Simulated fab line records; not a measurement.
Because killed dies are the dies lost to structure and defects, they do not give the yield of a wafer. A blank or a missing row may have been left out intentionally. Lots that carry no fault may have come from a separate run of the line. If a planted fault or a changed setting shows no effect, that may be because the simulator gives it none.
Which tool did it? :: flow gf180mcu :: 13 lots, 39 wafers sampled, at 5 steps of a route of 602

== WHAT EACH GAUGE READ, for each wafer ==
GF_MVSD_OVL_MEAS_07.
lot: L564
measured: day 4 14:46
on: overlay-02
MVSD_OVL (nm): -0.4 0.1 0.0

lot: L566
measured: day 5 00:40
on: overlay-02
MVSD_OVL (nm): -1.8 -1.5 -0.8

lot: L567
measured: day 5 10:49
on: overlay-02
MVSD_OVL (nm): -1.1 1.0 1.4

lot: L568
measured: day 5 14:16
on: overlay-02
MVSD_OVL (nm): 1.2 0.3 -1.4

lot: L569
measured: day 5 20:46
on: overlay-01
MVSD_OVL (nm): -1.2 -0.3 0.3

lot: L578
measured: day 8 06:13
on: overlay-02
MVSD_OVL (nm): -0.3 0.4 0.0

lot: L579
measured: day 8 08:16
on: overlay-01
MVSD_OVL (nm): 0.7 0.3 1.0

lot: L580
measured: day 8 13:31
on: overlay-01
MVSD_OVL (nm): -0.7 -0.4 -1.3

lot: L582
measured: day 9 00:55
on: overlay-02
MVSD_OVL (nm): 1.8 -1.8 0.1

lot: L583
measured: day 9 06:04
on: overlay-02
MVSD_OVL (nm): 0.3 1.9 0.6

lot: L584
measured: day 9 13:07
on: overlay-02
MVSD_OVL (nm): -1.0 -0.1 -0.1

lot: L585
measured: day 9 18:22
on: overlay-02
MVSD_OVL (nm): -1.0 -0.4 0.0

lot: L586
measured: day 9 22:07
on: overlay-02
MVSD_OVL (nm): 1.3 0.7 2.1

GF_VT_IMPLANT_OVL_MEAS_18.
lot: L564
measured: day 6 10:49
on: overlay-02
VT_IMPLANT_01_OVL (nm): -2.3 -3.0 -1.0

lot: L566
measured: day 6 21:58
on: overlay-02
VT_IMPLANT_01_OVL (nm): 0.0 -0.7 1.1

lot: L567
measured: day 7 09:25
on: overlay-01
VT_IMPLANT_01_OVL (nm): -3.2 -3.9 -1.6

lot: L568
measured: day 7 13:55
on: overlay-02
VT_IMPLANT_01_OVL (nm): -1.3 0.8 -1.3

lot: L569
measured: day 7 20:16
on: overlay-02
VT_IMPLANT_01_OVL (nm): -1.2 -2.5 -1.5

lot: L578
measured: day 10 09:37
on: overlay-01
VT_IMPLANT_01_OVL (nm): - - 0.8

lot: L579
measured: day 10 12:28
on: overlay-02
VT_IMPLANT_01_OVL (nm): -1.2 0.4 -0.7

lot: L580
measured: day 10 17:31
on: overlay-02
VT_IMPLANT_01_OVL (nm): -1.4 -0.9 -2.1

lot: L582
measured: day 11 06:13
on: overlay-02
VT_IMPLANT_01_OVL (nm): 1.6 -0.1 -0.6

lot: L583
measured: day 11 11:49
on: overlay-02
VT_IMPLANT_01_OVL (nm): -2.5 -3.6 -4.5

lot: L584
measured: day 11 18:13
on: overlay-01
VT_IMPLANT_01_OVL (nm): -0.9 -1.2 0.8

lot: L585
measured: day 12 01:23
on: overlay-02
VT_IMPLANT_01_OVL (nm): -1.2 -2.1 -0.6

lot: L586
measured: day 12 05:31
on: overlay-01
VT_IMPLANT_01_OVL (nm): -1.2 -3.9 -4.9

GF_VT_IMPLANT_TW_MEAS_21.
lot: L564
measured: day 6 11:06
on: filmMetro-03
VT_IMPLANT_2_TW: 1198 1198 1200

lot: L566
measured: day 6 22:15
on: filmMetro-01
VT_IMPLANT_2_TW: 1234 1238 1236

lot: L567
measured: day 7 09:43
on: filmMetro-04
VT_IMPLANT_2_TW: 1207 1205 1213

lot: L568
measured: day 7 14:12
on: filmMetro-01
VT_IMPLANT_2_TW: 1238 1232 1232

lot: L569
measured: day 7 20:34
on: filmMetro-01
VT_IMPLANT_2_TW: 1242 1233 1237

lot: L578
measured: day 10 09:55
on: filmMetro-01
VT_IMPLANT_2_TW: 31 31 1241

lot: L579
measured: day 10 12:45
on: filmMetro-01
VT_IMPLANT_2_TW: 1241 1246 1242

lot: L580
measured: day 10 17:48
on: filmMetro-01
VT_IMPLANT_2_TW: 1233 1238 1235

lot: L582
measured: day 11 06:30
on: filmMetro-04
VT_IMPLANT_2_TW: 1209 1218 1217

lot: L583
measured: day 11 12:06
on: filmMetro-01
VT_IMPLANT_2_TW: 1240 1243 1246

lot: L584
measured: day 11 18:29
on: filmMetro-04
VT_IMPLANT_2_TW: 1218 1213 1213

lot: L585
measured: day 12 01:41
on: filmMetro-01
VT_IMPLANT_2_TW: 1220 1226 1234

lot: L586
measured: day 12 05:49
on: filmMetro-03
VT_IMPLANT_2_TW: 1203 1193 1194

GF_HV_LDD_THK_MEAS_55.
lot: L564
measured: day 12 19:08
on: filmMetro-04
HV_LDD_CVD_54_THK (nm): 10.00 10.12 10.19

lot: L566
measured: day 13 06:47
on: filmMetro-03
HV_LDD_CVD_54_THK (nm): 10.00 10.14 10.15

lot: L567
measured: day 13 20:25
on: filmMetro-02
HV_LDD_CVD_54_THK (nm): 9.94 9.90 10.03

lot: L568
measured: day 14 02:45
on: filmMetro-04
HV_LDD_CVD_54_THK (nm): 9.92 10.03 9.96

lot: L569
measured: day 14 10:44
on: filmMetro-03
HV_LDD_CVD_54_THK (nm): 9.78 9.76 9.92

lot: L578
measured: day 17 21:08
on: filmMetro-03
HV_LDD_CVD_54_THK (nm): 9.85

lot: L579
measured: day 17 23:37
on: filmMetro-04
HV_LDD_CVD_54_THK (nm): 9.87 9.83 9.79

lot: L580
measured: day 18 09:26
on: filmMetro-02
HV_LDD_CVD_54_THK (nm): 10.05 9.89 10.09

lot: L582
measured: day 18 20:14
on: filmMetro-03
HV_LDD_CVD_54_THK (nm): 9.99 9.95 10.01

lot: L583
measured: day 19 02:56
on: filmMetro-04
HV_LDD_CVD_54_THK (nm): 10.09 10.11 10.07

lot: L584
measured: day 19 11:59
on: filmMetro-04
HV_LDD_CVD_54_THK (nm): 9.93 9.88 9.90

lot: L585
measured: day 19 23:44
on: filmMetro-04
HV_LDD_CVD_54_THK (nm): 9.79 9.70 9.77

lot: L586
measured: day 20 02:56
on: filmMetro-02
HV_LDD_CVD_54_THK (nm): 10.27 10.10 10.09

== TOOL THAT RAN EACH LOT (tool first, then ch and the chambers of the sampled wafers, then the start) ==
lot: L564
GF_VT_IMPLANT_DEVELOP_17: lithoTrack-04 ch 0, day 6 10:40

lot: L566
GF_VT_IMPLANT_DEVELOP_17: lithoTrack-04 ch 0, day 6 21:49

lot: L567
GF_VT_IMPLANT_DEVELOP_17: lithoTrack-04 ch 0, day 7 09:17

lot: L568
GF_VT_IMPLANT_DEVELOP_17: lithoTrack-04 ch 0, day 7 13:46

lot: L569
GF_VT_IMPLANT_DEVELOP_17: lithoTrack-04 ch 0, day 7 20:08

lot: L578
GF_VT_IMPLANT_DEVELOP_17: lithoTrack-04 ch 0, day 10 09:29

lot: L579
GF_VT_IMPLANT_DEVELOP_17: lithoTrack-03 ch 0, day 10 12:20

lot: L580
GF_VT_IMPLANT_DEVELOP_17: lithoTrack-03 ch 0, day 10 17:23

lot: L582
GF_VT_IMPLANT_DEVELOP_17: lithoTrack-02 ch 0, day 11 06:04

lot: L583
GF_VT_IMPLANT_DEVELOP_17: lithoTrack-03 ch 0, day 11 11:41

lot: L584
GF_VT_IMPLANT_DEVELOP_17: lithoTrack-03 ch 0, day 11 18:04

lot: L585
GF_VT_IMPLANT_DEVELOP_17: lithoTrack-02 ch 0, day 12 01:17

lot: L586
GF_VT_IMPLANT_DEVELOP_17: lithoTrack-02 ch 0, day 12 05:23
- GF_VT_IMPLANT_DEVELOP_17: develop time 60 s.

== WHAT THE TOOLS THEMSELVES READ (means of the sampled wafers that have a number; where no wafer has one, the mark that the record gives instead) ==
GF_VT_IMPLANT_DEVELOP_17.
lot: L564
tool: lithoTrack-04
resistLineTempC (C): 23.02

lot: L566
tool: lithoTrack-04
resistLineTempC (C): 22.99

lot: L567
tool: lithoTrack-04
resistLineTempC (C): 22.99

lot: L568
tool: lithoTrack-04
resistLineTempC (C): 22.95

lot: L569
tool: lithoTrack-04
resistLineTempC (C): 23.16

lot: L578
tool: lithoTrack-04
resistLineTempC (C): 23.15

lot: L579
tool: lithoTrack-03
resistLineTempC (C): 23.07

lot: L580
tool: lithoTrack-03
resistLineTempC (C): 23.02

lot: L582
tool: lithoTrack-02
resistLineTempC (C): 22.91

lot: L583
tool: lithoTrack-03
resistLineTempC (C): 22.99

lot: L584
tool: lithoTrack-03
resistLineTempC (C): 23.09

lot: L585
tool: lithoTrack-02
resistLineTempC (C): 22.94

lot: L586
tool: lithoTrack-02
resistLineTempC (C): 23.00

== THE ANSWER, worked out from the rows above alone ==
Rule: what is usual is taken from the lots themselves. The widest of any qualifying gaps counts: lots, ordered by their means at a reading, are off when they make up no more than a third of the lots, leave a main group of 4 or more, and stand apart from it by 3 or more times the standard deviation of that group's means. A main group whose means are all the same, to the digits that the tables above print for the reading, isn't used. A lot without any number at a reading at which 4 lots or more have one is off too. Where the step has rows for the other lots, those lots are counted as sound. First the gauges in route order, then the tools' own readings, where a lot's mean is used as printed above. The first step at which some lot is off is used, and at that step the reading that is off furthest; a lot without a number counts as furthest.
Off: L578, seen at GF_VT_IMPLANT_TW_MEAS_21 (VT_IMPLANT_2_TW). Mean 1224 and standard deviation 16 in the main group.
If a tool, at a process step before that reading, ran all the lots that are off and no sound lot after the first of them, it fits. Gauges at GF_VT_IMPLANT_TW_MEAS_21: tried the same way as those tools. One fits: GF_VT_IMPLANT_DEVELOP_17 on lithoTrack-04. A fault onset in the window from L569 (day 7 20:08, its last sound lot) to L578 (day 10 09:29, its first lot off) fits.

== WHAT THE SIMULATOR PUT IN ==
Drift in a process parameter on lithoTrack-04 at GF_VT_IMPLANT_DEVELOP_17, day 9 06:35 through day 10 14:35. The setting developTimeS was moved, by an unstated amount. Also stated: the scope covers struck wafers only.
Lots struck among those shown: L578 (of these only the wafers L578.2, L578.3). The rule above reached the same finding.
